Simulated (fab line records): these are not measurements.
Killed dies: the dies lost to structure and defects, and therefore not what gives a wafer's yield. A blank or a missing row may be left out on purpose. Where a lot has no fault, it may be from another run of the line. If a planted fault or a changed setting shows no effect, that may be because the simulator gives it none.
The tool behind it: which one? ; flow gf180mcu ; 14 lots with 42 wafers sampled at 2 steps, on a route of 602 steps

WHAT THE GAUGES SHOWED, per wafer
GF_SAB_OVL_MEAS_10.
lot;measured;on;SAB_OVL (nm)
L819;day 15 05:03;overlay-01;-0.9 1.3 -1.1
L820;day 15 21:45;overlay-01;-1.3 -2.9 -0.6
L821;day 15 22:02;overlay-01;-1.4 -0.6 -0.5
L823;day 16 15:50;overlay-01;-0.9 -0.6 -0.5
L824;day 17 01:35;overlay-01;1.7 0.9 1.5
L826;day 18 00:44;overlay-02;1.0 1.4 1.2
L828;day 18 09:53;overlay-02;-0.1 0.5 0.0
L829;day 18 22:47;overlay-01;1.5 1.7 -0.3
L830;day 19 07:05;overlay-02;-1.3 0.6 -0.3
L831;day 19 08:41;overlay-02;0.0 -0.2 -1.6
L833;day 20 00:59;overlay-02;-1.0 0.2 0.5
L834;day 20 09:35;overlay-02;-0.8 1.6 0.8
L840;day 22 07:51;overlay-02;-2.4 0.0 0.3
L842;day 23 05:26;overlay-02;-1.8 0.0 -0.9

WHAT TOOL EACH LOT RAN ON (gives the tool, then ch and the chambers of the sampled wafers, and finally the start)
lot;GF_SAB_CVD_00
L819;pecvd-01 ch 0,1,2, day 14 07:46
L820;pecvd-01 ch 0,1, day 15 00:28
L821;pecvd-02 ch 0,2, day 15 00:46
L823;pecvd-01 ch 0,1, day 15 17:22
L824;pecvd-02 ch 0,2, day 16 02:38
L826;pecvd-01 ch 0,1, day 17 01:34
L828;pecvd-02 ch 0,2, day 17 11:04
L829;pecvd-01 ch 0,2, day 17 23:52
L830;pecvd-02 ch 0,1, day 18 07:01
L831;pecvd-01 ch 0,1,2, day 18 08:49
L833;pecvd-01 ch 1,2, day 19 01:01
L834;pecvd-02 ch 0,1, day 19 09:43
L840;pecvd-04 ch 0,2, day 21 08:55
L842;pecvd-02 ch 0,1,2, day 22 06:25
- GF_SAB_CVD_00: deposits SiO2 from TEOS, target thk 50 nm, time 4.9302 s.

WHAT THE TOOLS THEMSELVES READ (means of the sampled wafers that have a number; where no wafer has one, the mark that the record gives instead)
GF_SAB_CVD_00.
lot;tool;heaterPowerW (W);susceptorTempC (C)
L819;pecvd-01;625;400.01
L820;pecvd-01;643;400.02
L821;pecvd-02;656;400.00
L823;pecvd-01;658;399.97
L824;pecvd-02;564;400.19
L826;pecvd-01;564;399.82
L828;pecvd-02;624;399.94
L829;pecvd-01;683;400.01
L830;pecvd-02;758;400.07
L831;pecvd-01;622;400.09
L833;pecvd-01;686;400.21
L834;pecvd-02;668;400.20
L840;pecvd-04;668;399.98
L842;pecvd-02;672;400.10

THE ANSWER, worked out from the rows above alone
Rule: usual is defined by the lots themselves. The widest of any qualifying gaps counts: lots, ordered by their means at a reading, are off when they make up no more than a third of the lots, leave a main group of 4 or more, and stand apart from it by 3 or more times the standard deviation of that group's means. Not used: any main group whose means are identical at the precision the tables above print for the reading. Also off: a lot with no number at a reading for which 4 or more lots have one. The other lots that the step has rows for count as sound. Order of review: gauges by route order, followed by the tools' own readings, for which a lot's mean as printed above is used. At the first step where some lot is off, the reading lying furthest off is the one used; lots without a number count as furthest.
Nothing can be told from this: no lot is off at any reading shown.

WHAT HAD BEEN PUT IN BY THE SIMULATOR
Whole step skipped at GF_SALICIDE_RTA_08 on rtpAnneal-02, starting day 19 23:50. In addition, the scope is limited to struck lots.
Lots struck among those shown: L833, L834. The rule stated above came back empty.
